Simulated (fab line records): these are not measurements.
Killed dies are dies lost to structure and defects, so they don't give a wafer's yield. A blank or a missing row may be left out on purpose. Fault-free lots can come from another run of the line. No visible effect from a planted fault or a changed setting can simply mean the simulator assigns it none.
fab line records ; flow sky130
record: lots: 10; wafers: 30; last-day: 50
route steps=708 shown CONTACT@422 METAL1@434 METAL5@676 PAD_OPEN@708
lots untouched by any fault: they come from a run of this same line in which no faults occurred
start-h: hours from the record's first day to the start of the lot's first wafer shown ; wait-h: how many hours have passed since the lot's step before this one ; " as in the row above ; L1.1+2: a single row standing in for several wafers ; - either no value or no given start ; * or withheld: withheld ; < > ~ a bound
route shown NAME@n: names a module that has steps shown in the file, with the first one's number in the route ; usual: mean and standard deviation over wafers with no fault ; same: alike in all rows ; chamber/n: place in a boat ; sites: readings site by site ; _std_site: standard deviation across them ; _edge_site: mean of outer sites minus mean of inner sites ; radius-mm: how far each site lies from the wafer's centre ; mask NAME#n: copy n ; behind: the tool/chamber that last shaped the wafer ; hold: reason for holding the lot/hours on hold/outcome of the hold ; device: the n, p or np transistor that did not switch ; end of line: tests of these same wafers at the route's end ; where a step has no rows: the recipe by itself ; killed: count of dies lost to structure and defects at first sort (not the wafer's yield) ; map: shows each die of a wafer: x if killed, . if not, _ if none is there
set.NAME: setting as actually run; set.NAME@STEP: the setting as run at that earlier step ; model.NAME: the simulator's own value behind a step, which no gauge read
a sample of lots followed through the steps of the route, with each step as a table and each wafer as a row
services: from which hour (start-h, from the record's first day; less than 0 if before it) a tool's chamber was out of use, for how many hours, and why
== steps ==
step: SKY_CONTACT_ETCH_16
recipe: chemistry: N2/H2; target: BARC; ion-energy-ev: 200; source-w: 500; bias-w: 100; pressure-mtorr: 30; n2-flow-sccm: 100; h2-flow-sccm: 200; stop-on: SiO2; time-s: 45.9; target-depth-a: 600
usual: bias-w: 99.99/0.26; chamber-pressure-mTorr: 30.001/0.027; drypump-motor-current-A: 5.9/0.4; n2-flow-sccm: 100.0/0.32; oes-product-au: 0.855/0.0052; throttle-valve-pct: 13.224/0.0083
lot.wafer;tool;chamber;start-h;wait-h;bias-w;chamber-pressure-mTorr;drypump-motor-current-A;n2-flow-sccm;oes-product-au;rf-hours-counter-h;throttle-valve-pct
L538.4;rie-diel-04;1;776.44;0.0;99.92;29.993;6.1;100.5;0.855;14;13.213
L538.5;rie-diel-04;3;776.44;0.0;99.92;30.012;5.3;100.6;0.853;-;13.215
L538.6;rie-diel-04;2;776.44;0.0;100.02;29.956;6.4;99.5;0.844;-;13.210
L539.3;rie-diel-03;3;784.36;0.0;99.63;30.035;5.7;100.1;0.855;38;13.213
L539.4;rie-diel-03;2;784.36;0.0;99.85;30.001;6.6;99.9;0.865;13;13.227
L539.5;rie-diel-03;1;784.36;0.0;100.11;30.023;5.9;100.0;0.856;-;13.222
L541.1;rie-diel-04;2;804.80;0.0;100.18;30.013;6.4;99.9;0.858;11;13.211
L541.3;rie-diel-04;0;804.80;0.0;99.92;30.024;5.6;100.3;0.844;10;13.221
L541.4;rie-diel-04;1;804.80;0.0;100.16;30.047;6.2;100.3;0.844;15;13.234
L545.1;rie-diel-02;2;826.35;0.0;99.76;30.042;6.2;99.6;0.859;9;13.230
L545.3;rie-diel-02;3;826.35;0.0;100.23;29.979;5.6;100.2;0.854;11;13.224
L545.6;rie-diel-02;3;826.35;0.0;99.89;30.000;5.6;99.9;0.852;-;13.216
L546.3;rie-diel-02;3;848.89;0.0;100.20;30.009;5.6;100.2;0.852;12;13.225
L546.4;rie-diel-02;0;848.89;0.0;100.24;29.995;6.0;100.4;0.850;15;13.214
L546.5;rie-diel-02;0;848.89;0.0;99.70;29.969;6.0;100.0;0.853;-;13.217
L547.2;rie-diel-04;3;850.74;0.0;99.77;29.973;5.3;100.4;0.864;17;13.221
L547.4;rie-diel-04;1;850.74;0.0;100.35;30.005;6.2;100.1;0.854;16;13.219
L547.5;rie-diel-04;0;850.74;0.0;99.97;30.005;5.6;100.3;0.851;-;13.216
L548.3;rie-diel-03;1;852.85;0.0;99.77;30.006;5.9;100.2;0.865;2;13.221
L548.4;rie-diel-03;0;852.85;0.0;99.78;29.987;6.0;99.9;0.861;12;13.227
L548.6;rie-diel-03;1;852.85;0.0;99.96;29.962;5.9;100.4;0.855;-;13.218
L554.1;rie-diel-02;1;912.71;0.0;100.21;29.996;5.3;100.0;0.853;14;13.222
L554.4;rie-diel-02;3;912.71;0.0;100.17;29.994;5.6;100.5;0.853;14;13.225
L554.6;rie-diel-02;3;912.71;0.0;99.61;29.988;5.6;100.7;0.859;-;13.228
L555.2;rie-diel-03;3;913.06;0.0;99.58;30.010;5.7;100.2;0.855;3;13.211
L555.4;rie-diel-03;0;913.06;0.0;99.70;30.009;6.0;99.7;0.855;14;13.224
L555.6;rie-diel-03;3;913.06;0.0;99.77;30.023;5.7;100.0;0.854;-;13.216
L556.2;rie-diel-03;1;915.69;0.0;99.69;29.999;5.9;99.7;0.856;4;13.227
L556.4;rie-diel-03;2;915.69;0.0;99.94;30.032;6.6;99.5;0.859;18;13.214
L556.5;rie-diel-03;1;915.69;0.0;99.68;30.008;5.9;99.2;0.853;-;13.216
step: SKY_METAL1_SPUTTER_00
recipe: material: Ti; target-thk-nm: 15; power-w: 3000; time-s: 10; chamber-pressure-pa: 0.4
usual: throttle-valve-pct: 30.1/1.3
lot.wafer;tool;chamber;start-h;wait-h;throttle-valve-pct
L538.4;pvd-sputter-03;-;777.84;0.2;29.5
L538.5;pvd-sputter-03;-;777.84;0.2;28.3
L538.6;pvd-sputter-03;-;777.84;0.2;29.5
L539.3;pvd-sputter-03;-;785.99;0.1;29.4
L539.4;pvd-sputter-03;-;785.99;0.1;28.4
L539.5;pvd-sputter-03;-;785.99;0.1;31.2
L541.1;pvd-sputter-04;-;806.17;0.1;31.3
L541.3;pvd-sputter-04;-;806.17;0.1;32.0
L541.4;pvd-sputter-04;-;806.17;0.1;30.5
L545.1;pvd-sputter-02;-;827.72;0.2;31.7
L545.3;pvd-sputter-02;-;827.72;0.2;29.9
L545.6;pvd-sputter-02;-;827.72;0.2;29.9
L546.3;pvd-sputter-02;-;850.27;0.2;30.0
L546.4;pvd-sputter-02;-;850.27;0.2;30.4
L546.5;pvd-sputter-02;-;850.27;0.2;27.4
L547.2;pvd-sputter-02;-;852.12;0.2;30.3
L547.4;pvd-sputter-02;-;852.12;0.2;30.0
L547.5;pvd-sputter-02;-;852.12;0.2;31.4
L548.3;pvd-sputter-04;-;854.29;0.2;31.1
L548.4;pvd-sputter-04;-;854.29;0.2;31.8
L548.6;pvd-sputter-04;-;854.29;0.2;30.4
L554.1;pvd-sputter-04;-;914.15;0.1;32.1
L554.4;pvd-sputter-04;-;914.15;0.1;31.1
L554.6;pvd-sputter-04;-;914.15;0.1;32.1
L555.2;pvd-sputter-02;-;914.53;0.2;27.9
L555.4;pvd-sputter-02;-;914.53;0.2;31.3
L555.6;pvd-sputter-02;-;914.53;0.2;30.4
L556.2;pvd-sputter-04;-;917.11;0.1;30.7
L556.4;pvd-sputter-04;-;917.11;0.1;28.3
L556.5;pvd-sputter-04;-;917.11;0.1;30.4
step: SKY_METAL1_SPUTTER_01
recipe: material: TiN; target-thk-nm: 20; power-w: 6500; time-s: 16.7; chamber-pressure-pa: 0.4
usual: throttle-valve-pct: 30.2/1.3
lot.wafer;tool;chamber;start-h;wait-h;throttle-valve-pct
L538.4;pvd-sputter-03;-;777.86;0.0;29.3
L538.5;pvd-sputter-03;-;777.86;0.0;28.8
L538.6;pvd-sputter-03;-;777.86;0.0;29.6
L539.3;pvd-sputter-03;-;786.01;0.0;29.8
L539.4;pvd-sputter-03;-;786.01;0.0;28.2
L539.5;pvd-sputter-03;-;786.01;0.0;31.3
L541.1;pvd-sputter-04;-;806.20;0.0;31.1
L541.3;pvd-sputter-04;-;806.20;0.0;31.8
L541.4;pvd-sputter-04;-;806.20;0.0;30.6
L545.1;pvd-sputter-02;-;827.75;0.0;31.5
L545.3;pvd-sputter-02;-;827.75;0.0;30.1
L545.6;pvd-sputter-02;-;827.75;0.0;30.1
L546.3;pvd-sputter-02;-;850.30;0.0;30.1
L546.4;pvd-sputter-02;-;850.30;0.0;30.6
L546.5;pvd-sputter-02;-;850.30;0.0;27.8
L547.2;pvd-sputter-02;-;852.14;0.0;30.2
L547.4;pvd-sputter-02;-;852.14;0.0;30.1
L547.5;pvd-sputter-02;-;852.14;0.0;31.6
L548.3;pvd-sputter-04;-;856.34;2.0;30.8
L548.4;pvd-sputter-04;-;856.34;2.0;32.3
L548.6;pvd-sputter-04;-;856.34;2.0;30.6
L554.1;pvd-sputter-04;-;914.17;0.0;32.0
L554.4;pvd-sputter-04;-;914.17;0.0;30.9
L554.6;pvd-sputter-04;-;914.17;0.0;32.0
L555.2;pvd-sputter-02;-;914.55;0.0;27.5
L555.4;pvd-sputter-02;-;914.55;0.0;31.2
L555.6;pvd-sputter-02;-;914.55;0.0;29.9
L556.2;pvd-sputter-04;-;917.13;0.0;30.7
L556.4;pvd-sputter-04;-;917.13;0.0;28.4
L556.5;pvd-sputter-04;-;917.13;0.0;30.4
step: SKY_METAL5_METAL_ETCH_15
recipe: target-depth-a: 12600; stop-on: SiO2; over-etch-frac: 0.2; time-s: 252; chemistry: Cl2/BCl3; resist-sidewall-deg: 86; pressure-mtorr: 10; icp-w: 900; bias-w: 48.5; Cl2_flow_sccm: 60; bcl3-flow-sccm: 30
usual: bcl3-flow-sccm: 30.01/0.079; bias-w: 48.49/0.14; drypump-motor-current-A: 5.79/0.27; oes-product-au: 0.895/0.0046; throttle-valve-pct: 22.265/0.0088
lot.wafer;tool;chamber;start-h;wait-h;bcl3-flow-sccm;bias-w;drypump-motor-current-A;oes-product-au;rf-hours-counter-h;throttle-valve-pct
L538.4;rie-metal-04;0;1063.75;0.1;29.98;48.26;5.87;0.892;-;22.265
L538.5;rie-metal-04;1;1063.75;0.1;30.00;48.68;6.17;0.899;-;22.267
L538.6;rie-metal-04;0;1063.75;0.1;29.96;48.50;5.88;0.898;-;22.271
L539.3;rie-metal-04;1;1069.55;0.1;29.99;48.36;6.17;0.894;-;22.269
L539.4;rie-metal-04;0;1069.55;0.1;29.86;48.54;5.89;0.894;-;22.283
L539.5;rie-metal-04;1;1069.55;0.1;29.83;48.26;6.24;0.895;-;22.256
L541.1;rie-metal-02;1;1085.07;0.0;29.95;48.50;5.55;0.893;19;22.267
L541.3;rie-metal-02;1;1085.07;0.0;30.07;48.67;5.58;0.898;-;22.256
L541.4;rie-metal-02;0;1085.07;0.0;29.95;48.41;5.56;0.892;-;22.259
L545.1;rie-metal-03;0;1103.93;0.0;-;-;-;-;-;-
L545.3;rie-metal-03;0;1103.93;0.0;-;-;-;-;-;-
L545.6;rie-metal-03;0;1103.93;0.0;-;-;-;-;-;-
L546.3;rie-metal-04;0;1120.17;0.1;-;-;-;-;-;-
L546.4;rie-metal-04;1;1120.17;0.1;-;-;-;-;-;-
L546.5;rie-metal-04;0;1120.17;0.1;-;-;-;-;-;-
L547.2;rie-metal-02;1;1121.54;0.0;-;-;-;-;-;-
L547.4;rie-metal-02;1;1121.54;0.0;-;-;-;-;-;-
L547.5;rie-metal-02;1;1121.54;0.0;-;-;-;-;-;-
L548.3;rie-metal-04;0;1127.62;0.1;30.06;48.50;5.90;0.892;-;22.270
L548.4;rie-metal-04;1;1127.62;0.1;30.04;48.01;6.20;0.899;-;22.272
L548.6;rie-metal-04;0;1127.62;0.1;30.08;48.29;5.92;0.892;-;22.259
L555.2;rie-metal-04;1;1170.23;0.0;30.00;48.31;6.18;0.893;24;22.263
L555.4;rie-metal-04;0;1170.23;0.0;29.86;48.33;5.91;0.892;-;22.275
L555.6;rie-metal-04;0;1170.23;0.0;29.85;48.34;5.92;0.898;-;22.260
L554.1;rie-metal-02;1;1171.33;0.0;29.93;48.76;5.59;0.896;26;22.270
L554.4;rie-metal-02;0;1171.33;0.0;30.03;48.39;5.55;0.897;-;22.262
L554.6;rie-metal-02;0;1171.33;0.0;29.98;48.48;5.56;0.895;-;22.262
L556.2;rie-metal-03;0;1173.43;0.0;30.04;48.56;6.17;0.889;28;22.273
L556.4;rie-metal-03;1;1173.43;0.0;30.04;48.43;5.65;0.894;-;22.265
L556.5;rie-metal-03;0;1173.43;0.0;30.08;48.55;6.18;0.894;-;22.260
step: SKY_METAL5_STRIP_16
recipe: chemistry: O2/N2; power-w: 1400; pressure-mtorr: 1500; platen-temp-c: withheld; o2-flow-sccm: 3000; n2-flow-sccm: 300; overash-fraction: 0.5
usual: drypump-motor-current-A: 5.8/0.31; n2-flow-sccm: 299.9/0.94; oes-product-au: 0.710/0.005; strip-time-to-endpoint-s: 13.17/0.12
lot.wafer;tool;chamber;start-h;wait-h;drypump-motor-current-A;n2-flow-sccm;oes-product-au;rf-hours-counter-h;strip-time-to-endpoint-s
L538.4;plasma-asher-01;1;1063.94;0.1;6.4;302.0;0.713;-;13.13
L538.5;plasma-asher-01;1;1063.94;0.1;6.4;299.6;0.708;-;12.97
L538.6;plasma-asher-01;0;1063.94;0.1;5.8;301.6;0.716;-;13.13
L539.3;plasma-asher-01;1;1069.74;0.1;6.3;300.1;0.711;-;12.97
L539.4;plasma-asher-01;0;1069.74;0.1;5.8;299.7;0.713;-;13.18
L539.5;plasma-asher-01;1;1069.74;0.1;6.3;300.6;0.699;-;12.97
L541.1;plasma-asher-03;0;1085.30;0.2;5.4;300.1;0.707;28;13.43
L541.3;plasma-asher-03;0;1085.30;0.2;5.5;301.0;0.714;-;13.43
L541.4;plasma-asher-03;1;1085.30;0.2;5.4;297.9;0.710;-;13.16
L545.1;plasma-asher-04;1;1104.16;0.2;5.9;298.8;0.713;4;21.49
L545.3;plasma-asher-04;1;1104.16;0.2;5.9;300.4;0.706;-;21.53
L545.6;plasma-asher-04;1;1104.16;0.2;5.9;300.4;0.717;-;21.57
L546.3;plasma-asher-01;0;1120.36;0.1;5.8;300.6;0.721;-;21.64
L546.4;plasma-asher-01;1;1120.36;0.1;6.3;300.2;0.708;-;21.67
L546.5;plasma-asher-01;1;1120.36;0.1;6.3;299.8;0.723;-;21.55
L547.2;plasma-asher-04;0;1121.78;0.2;5.6;298.3;0.712;6;21.62
L547.4;plasma-asher-04;0;1121.78;0.2;5.6;298.6;0.716;-;21.63
L547.5;plasma-asher-04;1;1121.78;0.2;5.9;299.5;0.709;-;21.62
L548.3;plasma-asher-01;0;1127.81;0.1;5.8;302.3;0.704;-;12.99
L548.4;plasma-asher-01;1;1127.81;0.1;6.3;300.9;0.701;-;12.96
L548.6;plasma-asher-01;1;1127.81;0.1;6.3;301.5;0.718;-;13.05
L555.2;plasma-asher-01;0;1170.47;0.2;5.9;298.4;0.706;104;12.96
L555.4;plasma-asher-01;0;1170.47;0.2;5.8;298.4;0.713;-;13.09
L555.6;plasma-asher-01;0;1170.47;0.2;5.8;298.4;0.708;-;13.23
L554.1;plasma-asher-04;1;1171.57;0.2;5.9;299.3;0.706;10;13.30
L554.4;plasma-asher-04;0;1171.57;0.2;5.6;299.7;0.715;-;13.00
L554.6;plasma-asher-04;1;1171.57;0.2;5.9;301.0;0.709;-;13.10
L556.2;plasma-asher-03;1;1173.67;0.2;5.4;299.4;0.704;37;13.23
L556.4;plasma-asher-03;1;1173.67;0.2;5.5;299.7;0.710;-;13.07
L556.5;plasma-asher-03;0;1173.67;0.2;5.4;298.3;0.717;-;13.26
step: SKY_PAD_OPEN_PROBE_99
usual: defect-limited-yield: 82.5/1.8; killed_at_M0_to_M3: 44/7.1; killed_at_M4_up: 3.0/1.9; killed-at-contacts: 25/5.6; killed-at-front-end: 14/4.1; killed-at-other: 0.2/0.44; killed-dies: 86/9.1; killed-on-rim: 17/3.7; killed-open: 47/7.4; killed-short: 39/5.7; sort_bin_3_pad_short: 0.9/0.37; sort_bin_5_function: 10.3/1.6; sort_bin_6_memory: 6.3/1.1; sort-n-pass: 406/9.1; sort-yield-pct: 82.5/1.8
same: gross-dies: 492; killed-at-back-side: 0; sort_bin_4_leakage[%]: 0; sort_bin_8_speed[%]: 0
lot.wafer;tool;chamber;start-h;wait-h;defect-limited-yield[%];killed_at_M0_to_M3;killed_at_M4_up;killed-at-contacts;killed-at-front-end;killed-at-other;killed-dies;killed-on-rim;killed-open;killed-short;sort_bin_3_pad_short[%];sort_bin_5_function[%];sort_bin_6_memory[%];sort-n-pass;sort-yield-pct[%]
L539.3;prober-01;-;1109.05;0.2;83.5;38;1;25;17;0;81;12;40;41;1.0;8.9;6.5;411;83.5
L539.4;prober-01;-;1109.10;0.2;82.1;54;1;15;18;0;88;22;51;36;1.4;9.1;7.3;404;82.1
L539.5;prober-01;-;1109.15;0.2;82.3;38;6;21;22;0;87;20;48;39;1.6;11.0;5.1;405;82.3
L541.1;prober-02;-;1124.46;0.1;82.5;42;2;26;16;0;86;22;45;41;0.8;11.2;5.5;406;82.5
L541.3;prober-02;-;1124.56;0.2;80.5;48;5;29;14;0;96;14;55;41;1.2;10.0;8.3;396;80.5
L541.4;prober-02;-;1124.61;0.2;80.1;54;2;24;17;1;98;19;50;48;1.2;12.6;6.1;394;80.1
L545.1;prober-02;-;1143.20;0.1;0;55;409;26;2;0;492;96;53;35;0.6;90.4;8.9;0;0
L545.3;prober-02;-;1143.30;0.2;0;50;415;17;9;1;492;96;45;34;0.4;92.9;6.7;0;0
L545.6;prober-02;-;1143.45;0.2;0;46;400;30;15;1;492;96;45;50;1.8;91.3;6.9;0;0
L546.3;prober-01;-;1159.70;0.2;0;56;383;33;20;0;492;96;58;57;1.4;91.7;6.9;0;0
L546.4;prober-01;-;1159.75;0.2;0;44;400;33;15;0;492;96;55;40;0.4;91.7;7.9;0;0
L546.5;prober-01;-;1159.80;0.2;0;53;395;30;13;1;492;96;54;45;0.6;92.5;6.9;0;0
L547.2;prober-01;-;1160.72;0.1;0;38;421;23;10;0;492;96;40;34;0.6;92.5;6.9;0;0
L547.4;prober-01;-;1160.82;0.2;0;41;412;20;19;0;492;96;45;39;1.4;93.9;4.7;0;0
L547.5;prober-01;-;1160.87;0.2;0;40;408;35;9;0;492;96;46;44;0.6;92.5;6.9;0;0
L548.3;prober-01;-;1164.28;0.2;82.1;37;1;39;11;0;88;15;49;39;0.6;11.8;5.5;404;82.1
L548.4;prober-01;-;1164.33;0.2;83.5;44;4;21;12;0;81;15;41;40;1.4;11.6;3.5;411;83.5
L548.6;prober-01;-;1164.43;0.2;86.0;35;1;22;11;0;69;9;37;32;0.4;7.7;5.9;423;86.0
L554.1;prober-01;-;1206.06;0.1;79.9;55;2;30;12;0;99;21;46;53;0.8;11.6;7.7;393;79.9
L554.4;prober-01;-;1206.21;0.2;82.1;42;2;24;20;0;88;19;49;39;1.0;12.0;4.9;404;82.1
L554.6;prober-01;-;1206.31;0.2;81.5;53;3;22;13;0;91;23;48;43;1.6;11.4;5.5;401;81.5
killed by level:class
L539.3 VIA1:geometric-particle:open=13 CONTACT:geometric-particle:short=7 VIA1:geometric-particle:short=7 LI_CONTACT:geometric-particle:open=6 CONTACT:geometric-particle:open=6 VIA3:geometric-particle:short=6 POLY_GATE:geometric-particle:open=5 METAL2:geometric-particle:short=5
L539.4 VIA1:geometric-particle:open=13 METAL2:geometric-particle:short=8 CONTACT:geometric-particle:open=7 VIA2:geometric-particle:open=7 VIA3:geometric-particle:open=6 FIELD_ISO:geometric-particle:open=5 SPACER:geometric-particle:open=5 VIA3:geometric-particle:short=5
L539.5 VIA1:geometric-particle:open=7 POLY_GATE:geometric-particle:open=6 LI_CONTACT:geometric-particle:open=6 VIA2:geometric-particle:open=6 FIELD_ISO:geometric-particle:open=4 POLY_GATE:geometric-particle:short=4 CONTACT:geometric-particle:open=4 VIA3:geometric-particle:open=4
L541.1 CONTACT:geometric-particle:open=13 VIA1:geometric-particle:open=8 VIA1:geometric-particle:short=8 METAL1:geometric-particle:short=7 METAL2:geometric-particle:short=7 LI_CONTACT:geometric-particle:open=6 FIELD_ISO:geometric-particle:short=5 FIELD_ISO:geometric-particle:open=4
L541.3 CONTACT:geometric-particle:open=13 VIA1:geometric-particle:open=8 VIA3:geometric-particle:open=8 METAL1:geometric-particle:short=6 LI_CONTACT:geometric-particle:open=6 VIA2:geometric-particle:open=6 CONTACT:geometric-particle:short=5 VIA2:geometric-particle:short=5
L541.4 METAL2:geometric-particle:short=15 CONTACT:geometric-particle:open=11 VIA1:geometric-particle:open=9 METAL1:geometric-particle:short=8 FIELD_ISO:geometric-particle:short=6 VIA2:geometric-particle:open=6 LI_CONTACT:geometric-particle:open=6 VIA3:geometric-particle:open=5
L545.1 METAL5:area-etch=404 VIA1:geometric-particle:open=18 CONTACT:geometric-particle:open=12 VIA2:geometric-particle:open=10 LI_CONTACT:geometric-particle:short=5 METAL3:geometric-particle:short=5 LI_CONTACT:geometric-particle:open=4 METAL1:geometric-particle:short=4
L545.3 METAL5:area-etch=413 VIA2:geometric-particle:open=15 CONTACT:geometric-particle:open=7 LI_CONTACT:geometric-particle:open=6 VIA1:geometric-particle:short=6 VIA1:geometric-particle:open=5 METAL1:geometric-particle:short=5 VIA2:geometric-particle:short=5
L545.6 METAL5:area-etch=397 VIA1:geometric-particle:open=11 LI_CONTACT:geometric-particle:open=9 CONTACT:geometric-particle:short=7 VIA2:geometric-particle:open=7 LOCAL_INTERCONNECT:geometric-particle:short=6 VIA1:geometric-particle:short=5 METAL1:geometric-particle:short=5
L546.3 METAL5:area-etch=377 VIA1:geometric-particle:open=13 LI_CONTACT:geometric-particle:open=11 POLY_GATE:geometric-particle:open=10 CONTACT:geometric-particle:short=9 METAL1:geometric-particle:short=9 VIA1:geometric-particle:short=8 METAL4:geometric-particle:short=6
L546.4 METAL5:area-etch=397 CONTACT:geometric-particle:open=14 LI_CONTACT:geometric-particle:open=7 VIA1:geometric-particle:short=7 VIA1:geometric-particle:open=7 METAL2:geometric-particle:short=7 VIA3:geometric-particle:open=7 FIELD_ISO:geometric-particle:open=6
L546.5 METAL5:area-etch=393 VIA1:geometric-particle:open=12 CONTACT:geometric-particle:open=10 VIA3:geometric-particle:open=9 LI_CONTACT:geometric-particle:open=8 METAL2:geometric-particle:short=8 POLY_GATE:geometric-particle:short=5 CONTACT:geometric-particle:short=5
L547.2 METAL5:area-etch=418 CONTACT:geometric-particle:open=14 METAL1:geometric-particle:short=7 VIA1:geometric-particle:open=6 VIA3:geometric-particle:open=6 FIELD_ISO:geometric-particle:open=4 VIA2:geometric-particle:short=4 VIA2:geometric-particle:open=4
L547.4 METAL5:area-etch=408 VIA1:geometric-particle:open=11 FIELD_ISO:geometric-particle:open=7 LI_CONTACT:geometric-particle:open=7 FIELD_ISO:geometric-particle:short=6 METAL1:geometric-particle:short=5 CONTACT:geometric-particle:short=5 VIA2:geometric-particle:open=5
L547.5 METAL5:area-etch=402 VIA1:geometric-particle:open=12 LI_CONTACT:geometric-particle:open=11 CONTACT:geometric-particle:open=11 VIA1:geometric-particle:short=8 LOCAL_INTERCONNECT:geometric-particle:short=7 VIA3:geometric-particle:open=6 CONTACT:geometric-particle:short=5
L548.3 CONTACT:geometric-particle:open=16 LI_CONTACT:geometric-particle:open=10 VIA1:geometric-particle:open=9 METAL2:geometric-particle:short=6 CONTACT:geometric-particle:short=5 VIA3:geometric-particle:open=5 FIELD_ISO:geometric-particle:open=4 LOCAL_INTERCONNECT:geometric-particle:short=4
L548.4 CONTACT:geometric-particle:open=8 METAL2:geometric-particle:short=8 METAL1:geometric-particle:short=7 VIA3:geometric-particle:open=6 VIA1:geometric-particle:short=6 VIA3:geometric-particle:short=5 FIELD_ISO:geometric-particle:open=5 VIA2:geometric-particle:open=5
L548.6 VIA1:geometric-particle:open=10 CONTACT:geometric-particle:open=8 VIA2:geometric-particle:open=6 CONTACT:geometric-particle:short=5 FIELD_ISO:geometric-particle:short=4 METAL2:geometric-particle:short=4 VIA2:geometric-particle:short=3 LI_CONTACT:geometric-particle:open=3
L554.1 VIA1:geometric-particle:open=16 METAL1:geometric-particle:short=9 LI_CONTACT:geometric-particle:open=8 CONTACT:geometric-particle:short=8 CONTACT:geometric-particle:open=8 VIA2:geometric-particle:short=8 LI_CONTACT:geometric-particle:short=5 METAL2:geometric-particle:short=5
L554.4 VIA1:geometric-particle:open=10 CONTACT:geometric-particle:open=8 METAL1:geometric-particle:short=7 CONTACT:geometric-particle:short=6 VIA1:geometric-particle:short=6 VIA3:geometric-particle:open=6 POLY_GATE:geometric-particle:short=5 FIELD_ISO:geometric-particle:open=4
L554.6 VIA1:geometric-particle:open=9 CONTACT:geometric-particle:open=8 VIA2:geometric-particle:open=8 CONTACT:geometric-particle:short=7 METAL2:geometric-particle:short=6 VIA3:geometric-particle:open=6 METAL1:geometric-particle:short=5 FIELD_ISO:geometric-particle:open=4
== services ==
tool;chamber;start-h;hours;kind
plasma-asher-01;-;759.35;1.2;repair
pvd-sputter-04;-;771.44;3.4;repair
pvd-sputter-04;-;783.80;4.6;repair
plasma-asher-01;-;792.45;2.2;repair
rie-metal-04;-;795.93;0.6;repair
plasma-asher-01;-;806.03;1.4;repair
pvd-sputter-04;-;814.13;1.9;repair
rie-diel-03;2;844.74;7.2;repair
pvd-sputter-03;-;846.57;15.1;repair
pvd-sputter-03;-;854.84;0.6;repair
pvd-sputter-04;-;880.64;1.4;repair
rie-diel-03;3;903.40;5.8;repair
pvd-sputter-03;-;918.33;2.0;repair
rie-diel-03;3;928.73;6.3;repair
rie-diel-03;-;950.76;1.1;repair
rie-metal-04;1;969.73;2.2;repair
pvd-sputter-04;-;1019.67;1.4;repair
rie-metal-04;0;1019.72;12.8;repair
pvd-sputter-04;-;1024.70;1.5;repair
pvd-sputter-03;-;1047.86;0.5;repair
pvd-sputter-03;-;1089.36;5.4;repair
pvd-sputter-04;-;1100.43;1.4;repair
rie-diel-03;-;1109.02;0.2;repair
pvd-sputter-02;-;1143.27;4.0;repair
== key ==
first-sign: step: SKY_METAL5_METAL_ETCH_15; reading: tool-record; direction: missing
effect: step: SKY_METAL5_STRIP_16; reading: strip-time-to-endpoint-s; direction: up; sigmas: 69; usual: *; struck: *
effect: step: SKY_PAD_OPEN_PROBE_99; reading: killed_at_M4_up; direction: up; sigmas: 99+; usual: 3.0; struck: 404.8
more-kills-born-at: SKY_METAL5_METAL_ETCH_15@rie-metal-02: 1228; SKY_METAL5_METAL_ETCH_15@rie-metal-03: 1214; SKY_METAL5_METAL_ETCH_15@rie-metal-04: 1167
met-at SKY_METAL5_METAL_ETCH_15
struck-lots L545,L546,L547
later-rows-left-out L545.1,L545.3,L545.6,L546.3,L546.4,L546.5,L547.2,L547.4,L547.5
not-acting-at SKY_CONTACT_ETCH_16,SKY_METAL1_SPUTTER_00,SKY_METAL1_SPUTTER_01
onset-between 1085.07 1103.93
fault: kind: skipped-step-whole; tool: rie-metal-02,rie-metal-03,rie-metal-04; chamber: -; onset-h: 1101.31; steps: SKY_METAL5_METAL_ETCH_15; scope: struck-lots-only
later-rows-left-out: the simulator's readings of these wafers behind a module that went badly wrong aren't trusted and aren't shown, but for the sort
